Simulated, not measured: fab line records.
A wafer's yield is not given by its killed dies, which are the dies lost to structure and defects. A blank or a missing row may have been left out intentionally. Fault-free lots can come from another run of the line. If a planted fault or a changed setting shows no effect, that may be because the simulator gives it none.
Matching of chambers | flow sfq line | SFQ_TRILAYER_I7_VIA_ETCH_VIA_ETCH_190 on rie diel-02: 4 sister chambers
The step etches SiO2 in CHF3, stops on Nb, target depth 260 nm. 4 wafers are shown with their chamber, then 7 later ones without.

EACH WAFER AND ITS CHAMBER
wafer  | chamber | drypump motor current A (A)
L511.6 | 2       | 5.3
L514.5 | 1       | 5.2
L517.1 | 3       | 5.7
L517.2 | 0       | 5.9

WAFERS MISSING THEIR CHAMBER
wafer  | drypump motor current A (A)
L517.3 | 5.2
L526.1 | 5.2
L526.2 | 5.3
L526.4 | 5.7
L527.1 | 5.4
L527.2 | 5.2
L527.5 | 5.4

WHICH CHAMBER EACH WENT THROUGH
wafer  | from the rows above     | in truth
L517.3 | can't be placed: 1 or 2 | 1
L526.1 | can't be placed: 1 or 2 | 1
L526.2 | can't be placed: 2 or 1 | 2
L526.4 | 3                       | 3
L527.1 | can't be placed: 2 or 1 | 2
L527.2 | can't be placed: 1 or 2 | 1
L527.5 | can't be placed: 2 or 1 | 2
Correctly placed: 1 of 7. These rows do not allow placing 6 (true chamber among the candidates in 6). Number placed wrongly: 0.
How it was worked out, from the rows above alone: a wafer's distance from a chamber is the root of the sum, over the readings, of the square of ((its reading less the chamber's mean) divided by the reading's scatter). If the next closest chamber is less than 2 further off than the closest, the wafer can't be placed; otherwise it belongs to the closest. A chamber's mean is the mean of its shown wafers. The scatter (one wafer shown for each chamber): square how far every hidden wafer sits from the nearest shown wafer, average those squares and take the square root.
